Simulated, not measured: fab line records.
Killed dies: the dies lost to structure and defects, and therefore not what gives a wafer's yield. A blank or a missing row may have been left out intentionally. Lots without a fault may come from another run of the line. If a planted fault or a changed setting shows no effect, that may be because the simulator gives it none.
fab line records	flow sky130
record lots=12	wafers=36	lastDay=50
route steps=708 shown FIELD_ISO@24 NWELL@34 POLY_GATE@230 PAD_OPEN@708
lots that met no fault: from a run of the same line without faults
startH: hours from the record's first day to the start of the lot's first wafer shown	waitH: how many hours have passed since the lot's step before this one	" unchanged from the row above	L1.1+2: a single row standing in for several wafers	- either no value or no given start	* or withheld: withheld	< > ~ a bound
route shown NAME@n: a module of which the file shows steps, and the number in the route of the first	usual: mean and standard deviation over wafers with no fault	same: alike in all rows	chamber/n: place in a boat	sites: readings site by site	_std_site: their standard deviation	_edge_site: the outer-site mean with the inner-site mean subtracted	radiusMm: for every site, how far away it sits from the centre of the wafer	mask NAME#n: copy n	behind: tool/chamber where the wafer was last shaped	hold: cause of the lot's hold/its duration in hours/its outcome	device: which transistor (n, p or np) failed to switch	end of line: the route-end tests of the same wafers	a step without rows: its recipe alone	killed: at the first sort, the dies lost to defects and structure; wafer yield is something else	map: shows each die of a wafer: x if killed, . if not, _ if none is there
set.NAME: the run value of the setting; set.NAME@STEP: its run value at that earlier step	model.NAME: the simulator's own value behind a step, which no gauge read
one table for each step of the route and one row for each wafer, over a sample of lots
services: a tool's chamber out of use, with start hour (startH, from the record's first day; less than 0 if before it), hours out, and reason
## steps
# step SKY_FIELD_ISO_THK_MEAS_23
# recipe reads=SiO2_of_FIELD_ISO_OXIDATION_22
# usual FIELD_ISO_OXIDATION_01_THK=9.93/0.22
lot.wafer	tool	chamber	startH	waitH	FIELD_ISO_OXIDATION_01_THK[nm]
L971.2	filmMetro-01	-	40.20	0.0	9.85
L971.3	"	-	"	"	9.85
L971.5	"	-	"	"	9.94
L972.2	filmMetro-03	-	46.90	0.0	9.97
L972.3	"	-	"	"	9.99
L972.4	"	-	"	"	10.00
L974.2	filmMetro-02	-	51.79	0.0	9.65
L974.5	"	-	"	"	9.66
L974.6	"	-	"	"	9.54
L976.1	filmMetro-03	-	62.48	0.0	10.14
L976.2	"	-	"	"	10.27
L976.3	"	-	"	"	10.34
L978.2	filmMetro-02	-	74.46	0.0	10.16
L978.3	"	-	"	"	9.92
L978.4	"	-	"	"	10.09
L982.2	filmMetro-01	-	95.66	0.0	9.98
L982.4	"	-	"	"	9.79
L982.6	"	-	"	"	9.96
L983.2	filmMetro-01	-	100.04	0.0	9.62
L983.4	"	-	"	"	9.66
L983.5	"	-	"	"	9.61
L985.2	filmMetro-01	-	108.37	0.0	9.51
L985.5	"	-	"	"	9.52
L985.6	"	-	"	"	9.50
L989.1	filmMetro-03	-	128.74	0.0	10.31
L989.5	"	-	"	"	10.33
L989.6	"	-	"	"	10.26
L991.1	filmMetro-01	-	140.21	0.0	10.21
L991.4	"	-	"	"	10.09
L991.5	"	-	"	"	10.04
L992.2	filmMetro-02	-	143.90	0.0	10.16
L992.3	"	-	"	"	9.99
L992.6	"	-	"	"	9.91
L993.1	filmMetro-03	-	150.77	0.0	9.77
L993.3	"	-	"	"	9.70
L993.6	"	-	"	"	9.81
# step SKY_NWELL_THK_MEAS_02
# recipe reads=SiO2_of_NWELL_OXIDATION_01
# usual NWELL_OXIDATION_THK=9.92/0.2
lot.wafer	tool	chamber	startH	waitH	NWELL_OXIDATION_THK[nm]
L971.2	filmMetro-04	-	45.50	0.0	10.00
L971.3	"	-	"	"	10.12
L971.5	"	-	"	"	10.03
L972.2	filmMetro-02	-	51.36	0.0	10.25
L972.3	"	-	"	"	10.02
L972.4	"	-	"	"	10.04
L974.2	filmMetro-03	-	59.11	0.0	9.89
L974.5	"	-	"	"	9.83
L974.6	"	-	"	"	9.97
L976.1	filmMetro-02	-	70.47	0.0	9.67
L976.2	"	-	"	"	9.83
L976.3	"	-	"	"	9.95
L978.2	filmMetro-02	-	79.08	0.0	10.23
L978.3	"	-	"	"	10.13
L978.4	"	-	"	"	10.34
L982.2	filmMetro-02	-	101.43	0.0	9.85
L982.4	"	-	"	"	9.66
L982.6	"	-	"	"	9.66
L983.2	filmMetro-02	-	105.58	0.0	9.47
L983.4	"	-	"	"	9.46
L983.5	"	-	"	"	9.58
L985.2	filmMetro-03	-	114.21	0.0	10.00
L985.5	"	-	"	"	9.96
L985.6	"	-	"	"	10.06
L989.1	filmMetro-02	-	133.63	0.0	9.84
L989.5	"	-	"	"	9.85
L989.6	"	-	"	"	9.95
L991.1	filmMetro-02	-	144.59	0.0	9.65
L991.4	"	-	"	"	9.79
L991.5	"	-	"	"	9.77
L992.2	filmMetro-04	-	147.90	0.0	9.99
L992.3	"	-	"	"	9.83
L992.6	"	-	"	"	10.00
L993.1	filmMetro-04	-	155.23	0.0	9.99
L993.3	"	-	"	"	9.95
L993.6	"	-	"	"	10.11
# step SKY_NWELL_EXPOSE_07
# recipe maskId=NWM	na=0.6	sourceShape=conventional	sigmaOuter=0.6	polarization=unpolarized	targetCdNm=840	doseMj=255
# same sigmaOuter=0.6
lot.wafer	tool	chamber	startH	waitH	mask
L971.2+3+5	ilineStepper-01	0	84.77	-	NWM#0
L972.2+3+4	ilineStepper-01	0	91.09	-	NWM#0
L974.2+5+6	ilineStepper-01	0	100.25	-	NWM#0
L976.1+2+3	ilineStepper-01	0	113.35	-	NWM#0
L978.2+3+4	ilineStepper-01	0	123.57	-	NWM#0
L982.2+4+6	ilineStepper-02	0	148.01	-	PWDEM#0
L983.2+4+5	ilineStepper-02	0	153.60	-	NWM#0
L985.2+5+6	ilineStepper-02	0	162.33	-	NWM#0
L989.1+5+6	ilineStepper-01	0	184.31	-	NWM#0
L991.1+4+5	ilineStepper-02	0	195.65	-	NWM#0
L992.2+3+6	ilineStepper-01	0	200.58	-	NWM#0
L993.1+3+6	ilineStepper-01	0	207.95	-	NWM#0
# step SKY_NWELL_OVL_MEAS_10
# usual NWELL_00_OVL=0.2/1.4
lot.wafer	tool	chamber	startH	waitH	NWELL_00_OVL[nm]
L971.2	overlay-01	-	92.59	-	0.1
L971.3	"	-	"	"	-0.4
L971.5	"	-	"	"	-0.4
L972.2	overlay-02	-	99.63	-	3.2
L972.3	"	-	"	"	3.0
L972.4	"	-	"	"	2.3
L974.2	overlay-02	-	109.28	-	0.7
L974.5	"	-	"	"	0.5
L974.6	"	-	"	"	0.7
L976.1	overlay-01	-	122.43	-	1.3
L976.2	"	-	"	"	1.4
L976.3	"	-	"	"	3.1
L978.2	overlay-02	-	132.78	-	1.0
L978.3	"	-	"	"	2.4
L978.4	"	-	"	"	1.2
L982.2	overlay-02	-	158.09	-	-
L982.4	"	-	"	"	-
L982.6	"	-	"	"	-
L983.2	overlay-02	-	162.68	-	0.9
L983.4	"	-	"	"	1.1
L983.5	"	-	"	"	2.5
L985.2	overlay-01	-	172.03	-	-1.7
L985.5	"	-	"	"	-1.0
L985.6	"	-	"	"	-2.3
L989.1	overlay-01	-	194.64	-	1.2
L989.5	"	-	"	"	-0.9
L989.6	"	-	"	"	1.0
L991.1	overlay-02	-	205.93	-	0.4
L991.4	"	-	"	"	-1.3
L991.5	"	-	"	"	-0.2
L992.2	overlay-01	-	210.88	-	1.1
L992.3	"	-	"	"	1.8
L992.6	"	-	"	"	0.1
L993.1	overlay-02	-	218.59	-	1.8
L993.3	"	-	"	"	0.5
L993.6	"	-	"	"	1.2
# step SKY_NWELL_TW_MEAS_15
# usual NWELL_TW=1831/9.6
lot.wafer	tool	chamber	startH	waitH	NWELL_TW
L971.2	filmMetro-04	-	93.18	0.1	1844
L971.3	"	-	"	"	1847
L971.5	"	-	"	"	1835
L972.2	filmMetro-02	-	100.22	0.1	1824
L972.3	"	-	"	"	1841
L972.4	"	-	"	"	1831
L974.2	filmMetro-04	-	109.87	0.1	1836
L974.5	"	-	"	"	1844
L974.6	"	-	"	"	1830
L976.1	filmMetro-02	-	123.01	0.1	1849
L976.2	"	-	"	"	1850
L976.3	"	-	"	"	1847
L978.2	filmMetro-04	-	133.37	0.1	1823
L978.3	"	-	"	"	1827
L978.4	"	-	"	"	1829
L982.2	filmMetro-03	-	158.68	0.1	30
L982.4	"	-	"	"	30
L982.6	"	-	"	"	30
L983.2	filmMetro-03	-	163.27	0.1	1835
L983.4	"	-	"	"	1836
L983.5	"	-	"	"	1837
L985.2	filmMetro-03	-	172.62	0.1	1822
L985.5	"	-	"	"	1828
L985.6	"	-	"	"	1819
L989.1	filmMetro-02	-	195.22	0.1	1831
L989.5	"	-	"	"	1840
L989.6	"	-	"	"	1832
L991.1	filmMetro-03	-	206.51	0.1	1813
L991.4	"	-	"	"	1827
L991.5	"	-	"	"	1821
L992.2	filmMetro-02	-	211.47	0.1	1819
L992.3	"	-	"	"	1828
L992.6	"	-	"	"	1841
L993.1	filmMetro-04	-	219.17	0.1	1838
L993.3	"	-	"	"	1834
L993.6	"	-	"	"	1832
# step SKY_POLY_GATE_ETCH_16
# recipe stopOn=poly-Si	chemistry=CH3F/O2	target=Si3N4	sourceW=400	biasW=80	pressureMtorr=25	ch3fFlowSccm=40	O2_flow_sccm=30	timeS=147.5	targetDepthA=750
# usual drypumpMotorCurrentA=5.6/0.41	oesProductAu=0.640/0.0051	throttleValvePct=10.536/0.0095
# same timeS=147.5
lot.wafer	tool	chamber	startH	waitH	drypumpMotorCurrentA	oesProductAu	rfHoursCounterH	throttleValvePct
L971.2	rieDiel-03	2	379.86	0.0	5.4	0.636	41	10.549
L971.3	"	3	"	"	5.5	0.647	30	10.540
L971.5	"	3	"	"	5.5	0.638	-	10.533
L972.2	rieDiel-04	2	393.23	0.0	5.5	0.643	80	10.527
L972.3	"	1	"	"	5.4	0.637	46	10.538
L972.4	"	0	"	"	4.9	0.640	104	10.532
L974.2	rieDiel-04	2	401.71	0.0	5.5	0.644	80	10.533
L974.5	"	3	"	"	6.3	0.633	-	10.533
L974.6	"	2	"	"	5.5	0.645	-	10.536
L976.1	rieDiel-02	0	419.86	0.0	5.5	0.632	61	10.533
L976.2	"	3	"	"	5.8	0.631	11	10.520
L976.3	"	2	"	"	5.3	0.634	52	10.535
L978.2	rieDiel-03	1	448.15	0.0	6.3	0.648	53	10.536
L978.3	"	2	"	"	5.4	0.640	43	10.532
L978.4	"	3	"	"	5.5	0.649	31	10.532
L982.2	rieDiel-02	2	477.87	0.0	5.2	0.637	53	10.518
L982.4	"	1	"	"	6.2	0.638	48	10.532
L982.6	"	3	"	"	5.9	0.635	-	10.533
L983.2	rieDiel-03	1	491.07	0.0	6.3	0.646	54	10.552
L983.4	"	3	"	"	5.5	0.646	32	10.541
L983.5	"	3	"	"	5.5	0.643	-	10.548
L985.2	rieDiel-03	2	500.77	0.0	5.5	0.637	44	10.537
L985.5	"	2	"	"	5.5	0.644	-	10.533
L985.6	"	1	"	"	6.3	0.635	-	10.538
L989.1	rieDiel-03	2	529.10	0.0	5.5	0.637	44	10.551
L989.5	"	3	"	"	5.5	0.647	-	10.532
L989.6	"	0	"	"	5.4	0.641	-	10.521
L991.1	rieDiel-04	2	547.61	0.0	5.5	0.648	83	10.542
L991.4	"	1	"	"	5.4	0.646	49	10.539
L991.5	"	1	"	"	5.4	0.637	-	10.546
L992.2	rieDiel-04	2	549.05	0.0	5.5	0.639	83	10.524
L992.3	"	1	"	"	5.4	0.637	49	10.531
L992.6	"	1	"	"	5.4	0.643	-	10.531
L993.1	rieDiel-02	3	558.97	0.0	5.8	0.649	13	10.551
L993.3	"	1	"	"	6.2	0.643	49	10.565
L993.6	"	0	"	"	5.5	0.642	-	10.546
# step SKY_PAD_OPEN_PROBE_99
# usual killed_at_M0_to_M3=43/7.3	killed_at_M4_up=3.2/1.8	killedAtContacts=24/5.8	killedAtFrontEnd=16/4.5	killedAtOther=0.3/0.53	killedDies=87/9.9	killedOnRim=17/3.8	killedOpen=48/6.8	killedShort=39/6.9
# same grossDies=492	killedAtBackSide=0
lot.wafer	tool	chamber	startH	waitH	killed_at_M0_to_M3	killed_at_M4_up	killedAtContacts	killedAtFrontEnd	killedAtOther	killedDies	killedOnRim	killedOpen	killedShort
L982.2	prober-02	-	1142.93	0.1	47	2	32	411	0	492	96	52	40
L982.4	prober-02	-	1143.03	0.2	47	5	20	420	0	492	96	44	47
L982.6	prober-02	-	1143.13	0.2	52	3	23	414	0	492	96	60	35
L985.2	prober-02	-	1158.31	0.1	50	3	19	13	0	85	20	50	35
L985.5	prober-02	-	1158.46	0.2	35	4	18	10	0	67	13	37	30
L985.6	prober-02	-	1158.51	0.2	40	5	17	17	0	79	15	39	40
L989.1	prober-02	-	1174.73	0.1	44	3	24	20	1	92	18	60	32
L989.6	prober-02	-	1174.98	0.2	42	5	24	15	0	86	15	45	41
L991.1	prober-02	-	1184.49	0.1	38	5	31	16	0	90	20	43	47
# killed by level:class
L982.2 NWELL:areaExpose=400 VIA1:geometricParticle:open=16 CONTACT:geometricParticle:open=11 LI_CONTACT:geometricParticle:open=9 METAL2:geometricParticle:short=6 VIA1:geometricParticle:short=5 CONTACT:geometricParticle:short=5 VIA2:geometricParticle:open=5
L982.4 NWELL:areaExpose=401 METAL2:geometricParticle:short=9 VIA3:geometricParticle:open=7 VIA2:geometricParticle:open=6 VIA1:geometricParticle:open=6 FIELD_ISO:geometricParticle:open=5 LI_CONTACT:geometricParticle:open=5 METAL1:geometricParticle:short=5
L982.6 NWELL:areaExpose=397 VIA1:geometricParticle:open=14 CONTACT:geometricParticle:open=9 FIELD_ISO:geometricParticle:open=8 POLY_GATE:geometricParticle:open=6 LI_CONTACT:geometricParticle:open=6 METAL1:geometricParticle:short=6 METAL2:geometricParticle:short=6
L985.2 VIA1:geometricParticle:open=11 VIA2:geometricParticle:open=9 CONTACT:geometricParticle:open=8 VIA3:geometricParticle:open=7 FIELD_ISO:geometricParticle:open=6 CONTACT:geometricParticle:short=6 FIELD_ISO:geometricParticle:short=5 METAL1:geometricParticle:short=5
L985.5 VIA1:geometricParticle:open=9 CONTACT:geometricParticle:open=6 POLY_GATE:geometricParticle:open=5 FIELD_ISO:geometricParticle:open=4 VIA2:geometricParticle:short=4 LOCAL_INTERCONNECT:geometricParticle:short=4 CONTACT:geometricParticle:short=4 METAL1:geometricParticle:short=4
L985.6 VIA1:geometricParticle:open=11 FIELD_ISO:geometricParticle:short=9 LI_CONTACT:geometricParticle:open=6 METAL2:geometricParticle:short=6 METAL1:geometricParticle:short=5 METAL4:geometricParticle:short=5 CONTACT:geometricParticle:open=4 VIA2:geometricParticle:open=4
L989.1 VIA1:geometricParticle:open=15 CONTACT:geometricParticle:open=11 VIA2:geometricParticle:open=7 FIELD_ISO:geometricParticle:open=5 METAL2:geometricParticle:short=5 FIELD_ISO:geometricParticle:short=4 POLY_GATE:geometricParticle:open=4 LOCAL_INTERCONNECT:geometricParticle:short=4
L989.6 CONTACT:geometricParticle:open=10 VIA1:geometricParticle:short=7 VIA1:geometricParticle:open=7 VIA3:geometricParticle:open=7 FIELD_ISO:geometricParticle:open=6 CONTACT:geometricParticle:short=6 METAL1:geometricParticle:short=6 LI_CONTACT:geometricParticle:open=5
L991.1 CONTACT:geometricParticle:short=9 LI_CONTACT:geometricParticle:open=8 VIA1:geometricParticle:open=8 FIELD_ISO:geometricParticle:open=7 FIELD_ISO:geometricParticle:short=7 VIA2:geometricParticle:open=7 METAL4:geometricParticle:short=5 METAL1:geometricParticle:short=5
## services
tool	chamber	startH	hours	kind
rieDiel-04	3	65.17	51.6	repair
rieDiel-03	-	111.67	0.5	repair
rieDiel-03	1	117.29	8.2	repair
ilineStepper-02	-	118.72	1.7	pm
rieDiel-04	1	120.47	9.4	repair
rieDiel-03	-	121.30	0.4	repair
rieDiel-04	-	143.67	2.8	pm
rieDiel-03	-	176.07	0.8	repair
rieDiel-04	-	179.17	0.5	repair
ilineStepper-02	-	199.82	4.4	pm
ilineStepper-01	-	205.96	1.6	repair
ilineStepper-02	-	226.91	17.1	repair
rieDiel-04	0	242.21	1.8	repair
ilineStepper-01	-	277.12	1.7	pm
rieDiel-03	0	289.07	2.6	repair
ilineStepper-02	-	331.69	8.9	pm
ilineStepper-02	-	340.58	1.7	pm
rieDiel-04	1	351.42	8.2	repair
rieDiel-04	0	357.67	11.8	repair
rieDiel-03	-	380.21	1.0	repair
rieDiel-03	1	439.85	4.6	repair
rieDiel-03	0	475.88	3.0	repair
ilineStepper-01	-	495.30	1.7	pm
ilineStepper-01	-	496.97	4.4	pm
## key
firstSign step=SKY_NWELL_EXPOSE_07	reading=mask	direction=changed
effect step=SKY_NWELL_OVL_MEAS_10	reading=NWELL_00_OVL	direction=missing
effect step=SKY_NWELL_TW_MEAS_15	reading=NWELL_TW	direction=down	sigmas=99+	usual=1831	struck=30
effect step=SKY_PAD_OPEN_PROBE_99	reading=killedAtFrontEnd	direction=up	sigmas=89	usual=16	struck=415
moreKillsBornAt SKY_NWELL_EXPOSE_07@ilineStepper-02=1198
metAt SKY_NWELL_EXPOSE_07
struckLots L982
testerLeftOut L982
notActingAt SKY_FIELD_ISO_THK_MEAS_23,SKY_NWELL_THK_MEAS_02,SKY_POLY_GATE_ETCH_16
fault kind=wrongMask	tool=any	chamber=-	onsetH=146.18	steps=SKY_NWELL_EXPOSE_07	auxCopy=PWDEM#0	scope=struckLotsOnly
# testerLeftOut: of these lots the tester's yield and bins aren't shown, on N5 and GAA mostly nor the transistor test; their killed dies are dies lost to structure and defects alone, not to doping, threshold or leakage, so they don't give the yield
